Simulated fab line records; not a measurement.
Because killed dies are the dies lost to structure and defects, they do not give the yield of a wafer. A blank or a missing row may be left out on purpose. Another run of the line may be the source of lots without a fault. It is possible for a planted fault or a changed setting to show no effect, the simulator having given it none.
fab line records	flow sky130	part 1 of 2: steps 1 to 23 of 34
[record] lots = 5	wafers = 15	last_day = 49
route steps=708 shown VIA4@658 METAL5@661 PASSIVATION@681
lots that met no fault: taken from a fault-free run of the same line
start_h: hours from the record's first day to the start of the lot's first wafer shown	wait_h: hours from the lot's prior step to this one	" the same as in the row above	L1.1+2: one row covering several wafers at once	- no value, or no start was given	* or withheld: withheld	< > ~ a bound
route shown NAME@n: names a module that has steps shown in the file, with the first one's number in the route	usual: mean/standard deviation of fault-free wafers	same: alike in all rows	chamber/n: place in a boat	sites: each site's reading	_std_site: the standard deviation of these	_edge_site: the outer-site mean with the inner-site mean subtracted	radius_mm: for every site, how far away it sits from the centre of the wafer	mask NAME#n: copy n	behind: the tool/chamber that last shaped the wafer	hold: what put the lot on hold/how long, in hours/how the hold closed	device: the n, p or np transistor that did not switch	end of line: the tests these same wafers got at the end of their route	a step given without rows: its recipe and nothing more	killed: count of dies lost to structure and defects at first sort (not the wafer's yield)	map: a wafer's dies, marking killed ones x, the rest . and places with no die _
set.NAME: the run value of the setting; set.NAME@STEP: its run value at that earlier step	model.NAME: the simulator's own value behind a step, which no gauge read
certain route steps with their lots: each step a table, each wafer a row
services: the hour from which a tool's chamber was out of use, counted from the record's first day as start_h (under 0 if before that day), plus the number of hours and why
[[steps]]
[step SKY_VIA4_RS_MEAS_19]
[recipe] thk_meas_gauge = four-point-probe	reads = W_of_VIA4_CVD_18+TiN_of_VIA4_SPUTTER_17
[usual] VIA4_W_RS = 0.2257/0.002
lot.wafer	tool	chamber	start_h	wait_h	VIA4_W_RS[ohm/sq]
L082.1	film_metro-04	-	1057.41	0.1	0.2267
L082.4	"	-	"	"	0.2269
L082.6	"	-	"	"	0.2264
L086.3	film_metro-04	-	1082.36	0.1	0.2255
L086.4	"	-	"	"	0.2252
L086.5	"	-	"	"	0.2255
L089.2	film_metro-01	-	1101.03	0.1	0.2211
L089.3	"	-	"	"	0.2235
L089.6	"	-	"	"	0.2236
L094.2	film_metro-03	-	1128.79	0.1	0.2240
L094.3	"	-	"	"	0.2234
L094.4	"	-	"	"	0.2219
L093.3	film_metro-01	-	1129.91	0.1	0.2249
L093.4	"	-	"	"	0.2244
L093.5	"	-	"	"	0.2255
[step SKY_VIA4_THK_MEAS_20]
[recipe] thk_meas_gauge = xrf	reads = W_of_VIA4_CVD_18
[usual] VIA4_W_THK = 505/5.6
lot.wafer	tool	chamber	start_h	wait_h	VIA4_W_THK[nm]
L082.1	film_metro-04	-	1057.53	0.1	506
L082.4	"	-	"	"	506
L082.6	"	-	"	"	510
L086.3	film_metro-04	-	1082.46	0.1	507
L086.4	"	-	"	"	509
L086.5	"	-	"	"	508
L089.2	film_metro-01	-	1101.14	0.1	515
L089.3	"	-	"	"	511
L089.6	"	-	"	"	515
L094.2	film_metro-03	-	1128.90	0.1	511
L094.3	"	-	"	"	514
L094.4	"	-	"	"	511
L093.3	film_metro-01	-	1130.01	0.1	508
L093.4	"	-	"	"	506
L093.5	"	-	"	"	503
[step SKY_VIA4_CMP_21]
[recipe] stop_on = SiO2	t_overpolish_s = 25	down_force_psi = 3.5	platen_rpm = 59.22	target_thk_nm = 0	pad_velocity_m_s = 0.94248
[usual] motor_current_A = 11.0/0.86	overpolish_run_s = 25.000/0.0087	slurry_filter_dp_kPa = 13.52/0.14	time_to_endpoint_s = 125/3
lot.wafer	tool	chamber	start_h	wait_h	motor_current_A	overpolish_run_s	slurry_filter_dp_kPa	time_to_endpoint_s
L082.1	cmp-01	1	1057.65	0.1	10.4	24.986	13.63	126
L082.4	"	3	"	"	11.3	25.015	13.60	127
L082.6	"	0	"	"	11.5	24.979	13.75	127
L086.4	cmp-02	1	1082.50	0.0	12.7	24.982	13.75	121
L086.3	"	0	"	"	10.5	25.002	13.58	120
L086.5	"	1	"	"	12.7	25.005	13.40	120
L089.3	cmp-01	1	1101.24	0.1	9.8	24.989	13.40	127
L089.2	"	3	"	"	10.9	24.995	13.58	126
L089.6	"	0	"	"	11.4	25.018	13.32	121
L094.3	cmp-01	0	1128.95	0.0	11.1	24.990	13.36	123
L094.4	"	1	"	"	10.0	25.013	13.56	127
L094.2	"	2	"	"	10.4	25.001	13.55	123
L093.3	cmp-02	2	1130.05	0.0	10.4	24.989	13.43	125
L093.4	"	3	"	"	10.9	25.005	13.32	128
L093.5	"	2	"	"	10.5	24.988	13.40	124
[step SKY_METAL5_SPUTTER_00]
[recipe] material = Ti	target_thk_nm = 15	power_w = 3000	time_s = 10	chamber_pressure_pa = 0.4
[usual] throttle_valve_pct = 29.9/1.2
lot.wafer	tool	chamber	start_h	wait_h	throttle_valve_pct
L082.1	pvd_sputter-04	-	1057.90	0.2	30.3
L082.4	"	-	"	"	31.1
L082.6	"	-	"	"	30.1
L086.3	pvd_sputter-04	-	1082.80	0.1	29.4
L086.4	"	-	"	"	30.2
L086.5	"	-	"	"	30.2
L089.2	pvd_sputter-02	-	1101.49	0.1	29.1
L089.3	"	-	"	"	31.4
L089.6	"	-	"	"	28.7
L094.2	pvd_sputter-02	-	1129.25	0.1	28.7
L094.3	"	-	"	"	31.2
L094.4	"	-	"	"	28.7
L093.3	pvd_sputter-02	-	1130.35	0.2	31.5
L093.4	"	-	"	"	31.3
L093.5	"	-	"	"	28.4
[step SKY_METAL5_SPUTTER_01]
[recipe] material = TiN	target_thk_nm = 20	power_w = 6500	time_s = 16.7	chamber_pressure_pa = 0.4
[usual] throttle_valve_pct = 30.0/1.2
lot.wafer	tool	chamber	start_h	wait_h	throttle_valve_pct
L082.1	pvd_sputter-04	-	1057.93	0.0	30.2
L082.4	"	-	"	"	31.0
L082.6	"	-	"	"	30.6
L086.3	pvd_sputter-04	-	1082.82	0.0	29.3
L086.4	"	-	"	"	30.3
L086.5	"	-	"	"	30.5
L089.2	pvd_sputter-02	-	1101.51	0.0	29.2
L089.3	"	-	"	"	31.8
L089.6	"	-	"	"	28.7
L094.2	pvd_sputter-02	-	1129.28	0.0	28.7
L094.3	"	-	"	"	31.4
L094.4	"	-	"	"	28.4
L093.3	pvd_sputter-02	-	1130.38	0.0	31.8
L093.4	"	-	"	"	31.5
L093.5	"	-	"	"	28.5
[step SKY_METAL5_SPUTTER_02]
[recipe] material = AlCu	target_thk_nm = 1150	power_w = 10600	time_s = 61.2	chamber_pressure_pa = 0.4
[usual] throttle_valve_pct = 29.9/1.2
lot.wafer	tool	chamber	start_h	wait_h	throttle_valve_pct
L082.1	pvd_sputter-04	-	1057.95	0.0	30.1
L082.4	"	-	"	"	31.2
L082.6	"	-	"	"	30.4
L086.3	pvd_sputter-04	-	1082.85	0.0	29.4
L086.4	"	-	"	"	30.1
L086.5	"	-	"	"	30.4
L089.2	pvd_sputter-02	-	1101.54	0.0	29.1
L089.3	"	-	"	"	31.6
L089.6	"	-	"	"	28.5
L094.2	pvd_sputter-02	-	1129.30	0.0	28.5
L094.3	"	-	"	"	31.5
L094.4	"	-	"	"	28.5
L093.3	pvd_sputter-02	-	1130.40	0.0	31.4
L093.4	"	-	"	"	31.6
L093.5	"	-	"	"	28.6
[step SKY_METAL5_SPUTTER_03]
[recipe] material = Ti	target_thk_nm = 5	power_w = 3000	time_s = 3.3	chamber_pressure_pa = 0.4
[usual] throttle_valve_pct = 29.9/1.2
lot.wafer	tool	chamber	start_h	wait_h	throttle_valve_pct
L082.1	pvd_sputter-04	-	1058.00	0.0	30.3
L082.4	"	-	"	"	30.8
L082.6	"	-	"	"	30.1
L086.3	pvd_sputter-04	-	1082.90	0.0	29.4
L086.4	"	-	"	"	30.3
L086.5	"	-	"	"	30.5
L089.2	pvd_sputter-02	-	1101.59	0.0	29.1
L089.3	"	-	"	"	31.9
L089.6	"	-	"	"	28.5
L094.2	pvd_sputter-02	-	1129.35	0.0	28.5
L094.3	"	-	"	"	31.5
L094.4	"	-	"	"	28.9
L093.3	pvd_sputter-02	-	1130.45	0.0	31.5
L093.4	"	-	"	"	31.2
L093.5	"	-	"	"	28.4
[step SKY_METAL5_SPUTTER_04]
[recipe] material = TiN	target_thk_nm = 70	power_w = 6500	time_s = 58.3	chamber_pressure_pa = 0.4
[usual] throttle_valve_pct = 29.9/1.2
lot.wafer	tool	chamber	start_h	wait_h	throttle_valve_pct
L082.1	pvd_sputter-04	-	1058.02	0.0	30.4
L082.4	"	-	"	"	30.9
L082.6	"	-	"	"	30.5
L086.3	pvd_sputter-04	-	1082.92	0.0	29.3
L086.4	"	-	"	"	30.2
L086.5	"	-	"	"	30.4
L089.2	pvd_sputter-02	-	1101.61	0.0	29.3
L089.3	"	-	"	"	31.8
L089.6	"	-	"	"	28.7
L094.2	pvd_sputter-02	-	1129.37	0.0	28.6
L094.3	"	-	"	"	31.3
L094.4	"	-	"	"	28.6
L093.3	pvd_sputter-02	-	1130.47	0.0	31.6
L093.4	"	-	"	"	31.5
L093.5	"	-	"	"	28.3
[step SKY_METAL5_RS_MEAS_05]
[recipe] thk_meas_gauge = four-point-probe	reads = TiN_of_METAL5_SPUTTER_04+Ti_of_METAL5_SPUTTER_03+AlCu_of_METAL5_SPUTTER_02+TiN_of_METAL5_SPUTTER_01+Ti_of_METAL5_SPUTTER_00
[usual] METAL5_ALCU_RS = 0.02697/0.00027
lot.wafer	tool	chamber	start_h	wait_h	METAL5_ALCU_RS[ohm/sq]
L082.1	film_metro-03	-	1058.07	0.0	0.02714
L082.4	"	-	"	"	0.02715
L082.6	"	-	"	"	0.02702
L086.3	film_metro-03	-	1083.01	0.1	0.02737
L086.4	"	-	"	"	0.02742
L086.5	"	-	"	"	0.02725
L089.2	film_metro-02	-	1101.68	0.0	0.02656
L089.3	"	-	"	"	0.02668
L089.6	"	-	"	"	0.02681
L094.2	film_metro-03	-	1129.44	0.0	0.0273
L094.3	"	-	"	"	0.02729
L094.4	"	-	"	"	0.02734
L093.3	film_metro-04	-	1130.56	0.1	0.02686
L093.4	"	-	"	"	0.02679
L093.5	"	-	"	"	0.0267
[step SKY_METAL5_THK_MEAS_06]
[recipe] thk_meas_gauge = xrf	reads = AlCu_of_METAL5_SPUTTER_02
[usual] METAL5_ALCU_THK = 1144/14
lot.wafer	tool	chamber	start_h	wait_h	METAL5_ALCU_THK[nm]
L082.1	film_metro-03	-	1058.19	0.1	1132
L082.4	"	-	"	"	1140
L082.6	"	-	"	"	1131
L086.3	film_metro-03	-	1083.11	0.1	1120
L086.4	"	-	"	"	1122
L086.5	"	-	"	"	1126
L089.2	film_metro-02	-	1101.79	0.1	1164
L089.3	"	-	"	"	1151
L089.6	"	-	"	"	1154
L094.2	film_metro-03	-	1129.55	0.1	1118
L094.3	"	-	"	"	1117
L094.4	"	-	"	"	1104
L093.3	film_metro-04	-	1130.66	0.1	1158
L093.4	"	-	"	"	1159
L093.5	"	-	"	"	1163
[step SKY_METAL5_DEHYDRATE_07]
[recipe] temp_c = 200	time_s = 60
[usual] resist_line_temp_C = 23.00/0.091
lot.wafer	tool	chamber	start_h	wait_h	resist_line_temp_C
L082.1	litho_track-03	0	1070.40	12.2	22.97
L082.4	"	0	"	"	22.98
L082.6	"	0	"	"	23.00
L086.3	litho_track-04	0	1094.56	11.4	23.11
L086.4	"	0	"	"	23.13
L086.5	"	0	"	"	22.98
L089.2	litho_track-01	0	1111.90	10.1	22.87
L089.3	"	0	"	"	23.04
L089.6	"	0	"	"	23.00
L094.2	litho_track-01	0	1139.30	9.7	23.06
L094.3	"	0	"	"	23.03
L094.4	"	0	"	"	23.02
L093.3	litho_track-04	0	1140.26	9.6	22.96
L093.4	"	0	"	"	22.91
L093.5	"	0	"	"	22.92
[step SKY_METAL5_HMDS_08]
[recipe] prime_time_s = 60	prime_temp_c = 120
[usual] resist_line_temp_C = 22.97/0.1
lot.wafer	tool	chamber	start_h	wait_h	resist_line_temp_C
L082.1	litho_track-03	0	1070.55	0.1	23.03
L082.4	"	0	"	"	23.13
L082.6	"	0	"	"	23.11
L086.3	litho_track-04	0	1094.71	0.1	23.11
L086.4	"	0	"	"	23.06
L086.5	"	0	"	"	22.83
L089.2	litho_track-01	0	1112.05	0.1	22.89
L089.3	"	0	"	"	22.93
L089.6	"	0	"	"	22.97
L094.2	litho_track-01	0	1139.45	0.1	23.10
L094.3	"	0	"	"	23.07
L094.4	"	0	"	"	23.15
L093.3	litho_track-04	0	1140.41	0.1	22.99
L093.4	"	0	"	"	22.93
L093.5	"	0	"	"	23.00
[step SKY_METAL5_COAT_09]
[recipe] resist = NOVOLAK	spin_rpm = 3000	resist_thk_nm = 1800
[usual] resist_line_temp_C = 23.01/0.085
lot.wafer	tool	chamber	start_h	wait_h	resist_line_temp_C
L082.1	litho_track-03	0	1070.70	0.1	23.11
L082.4	"	0	"	"	22.90
L082.6	"	0	"	"	22.94
L086.3	litho_track-04	0	1094.86	0.1	23.04
L086.4	"	0	"	"	23.16
L086.5	"	0	"	"	22.96
L089.2	litho_track-01	0	1112.20	0.1	23.03
L089.3	"	0	"	"	23.09
L089.6	"	0	"	"	23.17
L094.2	litho_track-01	0	1139.60	0.1	22.99
L094.3	"	0	"	"	23.00
L094.4	"	0	"	"	23.01
L093.3	litho_track-04	0	1140.56	0.1	22.99
L093.4	"	0	"	"	23.04
L093.5	"	0	"	"	22.95
[step SKY_METAL5_SOFTBAKE_10]
[recipe] temp_c = 90	time_s = 60	resist = NOVOLAK
[usual] resist_line_temp_C = 23.01/0.11
lot.wafer	tool	chamber	start_h	wait_h	resist_line_temp_C
L082.1	litho_track-03	0	1070.85	0.1	23.04
L082.4	"	0	"	"	22.85
L082.6	"	0	"	"	22.93
L086.3	litho_track-04	0	1095.01	0.1	22.97
L086.4	"	0	"	"	22.82
L086.5	"	0	"	"	22.87
L089.2	litho_track-01	0	1112.35	0.1	22.99
L089.3	"	0	"	"	22.91
L089.6	"	0	"	"	22.92
L094.2	litho_track-01	0	1139.75	0.1	22.90
L094.3	"	0	"	"	22.92
L094.4	"	0	"	"	22.91
L093.3	litho_track-04	0	1140.71	0.1	22.86
L093.4	"	0	"	"	23.14
L093.5	"	0	"	"	22.88
[step SKY_METAL5_EXPOSE_11]
[recipe] mask_id = MM5	na = 0.6	source_shape = conventional	sigma_outer = 0.6	polarization = unpolarized	target_cd_nm = 1600	dose_mj = 190
lot.wafer	tool	chamber	start_h	wait_h	mask
L082.1+4+6	iline_stepper-01	0	-	-	MM5#0
L086.3+4+5	iline_stepper-02	0	-	-	MM5#0
L089.2+3+6	iline_stepper-02	0	-	-	MM5#0
L094.2+3+4	iline_stepper-02	0	-	-	MM5#0
L093.3+4+5	iline_stepper-02	0	-	-	MM5#0
[step SKY_METAL5_PEB_12]
[recipe] temp_c = withheld	time_s = *	resist = NOVOLAK
[usual] resist_line_temp_C = *
lot.wafer	tool	chamber	start_h	wait_h	resist_line_temp_C
L082.1	litho_track-03	0	-	-	*
L082.4	"	0	"	"	*
L082.6	"	0	"	"	*
L086.3	litho_track-01	0	-	-	*
L086.4	"	0	"	"	*
L086.5	"	0	"	"	*
L089.2	litho_track-01	0	-	-	*
L089.3	"	0	"	"	*
L089.6	"	0	"	"	*
L094.2	litho_track-04	0	-	-	*
L094.3	"	0	"	"	*
L094.4	"	0	"	"	*
L093.3	litho_track-01	0	-	-	*
L093.4	"	0	"	"	*
L093.5	"	0	"	"	*
[step SKY_METAL5_DEVELOP_13]
[recipe] resist = NOVOLAK	developer = TMAH	develop_time_s = 60	dev_temp_c = 23
[usual] resist_line_temp_C = 23.03/0.11
lot.wafer	tool	chamber	start_h	wait_h	resist_line_temp_C
L082.1	litho_track-03	0	1079.70	0.1	23.04
L082.4	"	0	"	"	22.86
L082.6	"	0	"	"	23.16
L086.3	litho_track-01	0	1103.07	0.1	22.87
L086.4	"	0	"	"	23.01
L086.5	"	0	"	"	23.04
L089.2	litho_track-01	0	1121.90	0.1	23.33
L089.3	"	0	"	"	23.06
L089.6	"	0	"	"	22.99
L094.2	litho_track-04	0	1147.34	0.1	23.11
L094.3	"	0	"	"	23.19
L094.4	"	0	"	"	23.10
L093.3	litho_track-01	0	1148.72	0.1	22.91
L093.4	"	0	"	"	22.99
L093.5	"	0	"	"	23.16
[step SKY_METAL5_DESCUM_14]
[recipe] chemistry = O2	source_power_w = 150	bias_power_w = 0	pressure_mtorr = 10	temp_c = 40	time_s = 11
[usual] chamber_pressure_mTorr = 10.000/0.008	drypump_motor_current_A = 5.6/0.4	oes_product_au = 1.000/0.0078	temp_c = 39.98/0.098
lot.wafer	tool	chamber	start_h	wait_h	chamber_pressure_mTorr	drypump_motor_current_A	oes_product_au	rf_hours_counter_h	temp_c
L082.1	rie_metal-03	1	1079.85	0.1	9.997	5.1	0.994	4	40.11
L082.4	"	0	"	"	9.995	5.8	0.981	-	39.91
L082.6	"	1	"	"	9.999	5.1	0.993	-	39.97
L086.3	rie_metal-03	1	1103.18	0.1	10.007	5.1	0.986	-	39.95
L086.4	"	0	"	"	10.005	5.8	0.986	-	40.01
L086.5	"	1	"	"	9.994	5.1	0.997	-	39.85
L089.2	rie_metal-02	1	1122.02	0.1	10.006	6.0	0.999	20	40.16
L089.3	"	0	"	"	10.004	6.0	0.992	-	39.94
L089.6	"	0	"	"	10.013	5.9	0.986	-	39.95
L094.2	rie_metal-02	0	1147.46	0.1	9.997	5.9	1.002	18	40.07
L094.3	"	1	"	"	10.006	6.0	1.002	-	39.88
L094.4	"	0	"	"	9.998	5.9	1.002	-	40.09
L093.3	rie_metal-01	0	1148.84	0.1	10.010	5.2	1.004	-	39.98
L093.4	"	1	"	"	10.003	6.1	1.031	-	39.94
L093.5	"	0	"	"	9.996	5.2	1.002	-	39.85
[step SKY_METAL5_METAL_ETCH_15]
[recipe] target_depth_a = 12600	stop_on = SiO2	over_etch_frac = 0.2	time_s = 261.4	chemistry = Cl2/BCl3	resist_sidewall_deg = 86	pressure_mtorr = 10	icp_w = 900	bias_w = 48.5	Cl2_flow_sccm = 60	bcl3_flow_sccm = 30
[usual] chamber_pressure_mTorr = 10.001/0.0092	drypump_motor_current_A = 5.6/0.4	oes_product_au = 0.893/0.0055	throttle_valve_pct = 22.264/0.0092
lot.wafer	tool	chamber	start_h	wait_h	chamber_pressure_mTorr	drypump_motor_current_A	oes_product_au	rf_hours_counter_h	throttle_valve_pct
L082.1	rie_metal-03	1	1079.89	0.0	10.004	5.1	0.895	4	22.261
L082.4	"	0	"	"	10.005	5.8	0.895	-	22.262
L082.6	"	1	"	"	10.018	5.1	0.895	-	22.273
L086.3	rie_metal-03	1	1103.29	0.1	9.994	5.1	0.898	-	22.270
L086.4	"	0	"	"	10.011	5.8	0.901	-	22.260
L086.5	"	1	"	"	9.997	5.1	0.895	-	22.247
L089.2	rie_metal-02	1	1122.06	0.0	9.996	6.0	0.898	20	22.272
L089.3	"	0	"	"	9.985	5.9	0.895	-	22.265
L089.6	"	0	"	"	10.005	5.9	0.897	-	22.276
L094.2	rie_metal-02	0	1147.50	0.0	9.994	6.0	0.899	18	22.260
L094.3	"	1	"	"	10.010	5.9	0.906	-	22.271
L094.4	"	0	"	"	10.002	5.9	0.900	-	22.267
L093.3	rie_metal-01	0	1148.94	0.1	10.005	5.2	0.888	-	22.268
L093.4	"	1	"	"	9.998	6.1	0.893	-	22.255
L093.5	"	0	"	"	9.998	5.2	0.891	-	22.269
[step SKY_METAL5_STRIP_16]
[recipe] chemistry = O2/N2	power_w = 1400	pressure_mtorr = 1500	platen_temp_c = withheld	o2_flow_sccm = 3000	n2_flow_sccm = 300	overash_fraction = 0.5
[usual] chamber_pressure_mTorr = 1499.9/1.3	drypump_motor_current_A = 5.6/0.61	oes_product_au = 0.711/0.0049	strip_time_to_endpoint_s = 12.77/0.073
lot.wafer	tool	chamber	start_h	wait_h	chamber_pressure_mTorr	drypump_motor_current_A	oes_product_au	rf_hours_counter_h	strip_time_to_endpoint_s
L082.1	plasma_asher-04	1	1080.12	0.2	1501.5	4.9	0.709	35	12.71
L082.4	"	0	"	"	1499.8	6.0	0.716	-	12.78
L082.6	"	0	"	"	1499.4	6.0	0.714	-	12.73
L086.3	plasma_asher-04	0	1103.48	0.1	1501.5	6.0	0.708	-	12.68
L086.4	"	1	"	"	1500.2	4.9	0.709	-	12.77
L086.5	"	1	"	"	1500.2	4.9	0.711	-	12.68
L089.2	plasma_asher-03	0	1122.29	0.2	1499.9	4.9	0.714	6	12.63
L089.3	"	1	"	"	1498.8	5.9	0.715	-	12.67
L089.6	"	0	"	"	1501.1	4.9	0.712	-	12.78
L094.2	plasma_asher-04	1	1147.73	0.2	1500.2	4.9	0.713	41	12.74
L094.3	"	1	"	"	1500.0	4.9	0.707	-	12.77
L094.4	"	0	"	"	1498.8	6.0	0.713	-	12.84
L093.3	plasma_asher-03	1	1149.13	0.1	1499.8	5.9	0.710	-	12.72
L093.4	"	0	"	"	1498.6	4.9	0.712	-	12.69
L093.5	"	1	"	"	1499.4	5.9	0.705	-	12.73
[step SKY_METAL5_STRIP_17]
[recipe] chemistry = post_etch_residue_remover	time_s = 1200	temp_c = 72.5
[usual] temp_c = 72.53/0.12
lot.wafer	tool	chamber	start_h	wait_h	temp_c
L082.1	wet_bench-03	2	1080.22	0.1	72.45
L082.4	"	2	"	"	72.37
L082.6	"	2	"	"	72.36
L086.3	wet_bench-01	0	1103.54	0.0	72.52
L086.4	"	0	"	"	72.56
L086.5	"	0	"	"	72.52
L089.2	wet_bench-04	2	1122.39	0.1	72.62
L089.3	"	2	"	"	72.41
L089.6	"	2	"	"	72.49
L094.2	wet_bench-01	3	1147.83	0.1	72.39
L094.3	"	3	"	"	72.47
L094.4	"	3	"	"	72.34
L093.3	wet_bench-01	3	1149.19	0.0	72.51
L093.4	"	3	"	"	72.58
L093.5	"	3	"	"	72.43
[step SKY_METAL5_CLEAN_18]
[recipe] chemistry = IPA	time_s = 180	temp_c = 25
[usual] temp_c = 24.99/0.1
lot.wafer	tool	chamber	start_h	wait_h	temp_c
L082.1	wet_bench-04	3	1080.56	0.0	24.94
L082.4	"	3	"	"	24.77
L082.6	"	3	"	"	25.07
L086.3	wet_bench-04	1	1103.92	0.0	24.98
L086.4	"	1	"	"	24.90
L086.5	"	1	"	"	24.92
L089.2	wet_bench-01	1	1122.73	0.0	24.87
L089.3	"	1	"	"	24.82
L089.6	"	1	"	"	24.96
L094.2	wet_bench-04	3	1148.17	0.0	24.98
L094.3	"	3	"	"	24.88
L094.4	"	3	"	"	24.97
L093.3	wet_bench-04	1	1149.53	0.0	25.10
L093.4	"	1	"	"	24.95
L093.5	"	1	"	"	25.03
[step SKY_METAL5_CLEAN_19]
[recipe] chemistry = O3/DIW	dry = n2_spin
lot.wafer	tool	chamber	start_h	wait_h
L082.1+4+6	wet_bench-03	1	1080.62	0.0
L086.3+4+5	wet_bench-03	0	1103.97	0.0
L089.2+3+6	wet_bench-04	0	1122.80	0.0
L094.2+3+4	wet_bench-04	2	1148.23	0.0
L093.3+4+5	wet_bench-03	2	1149.59	0.0
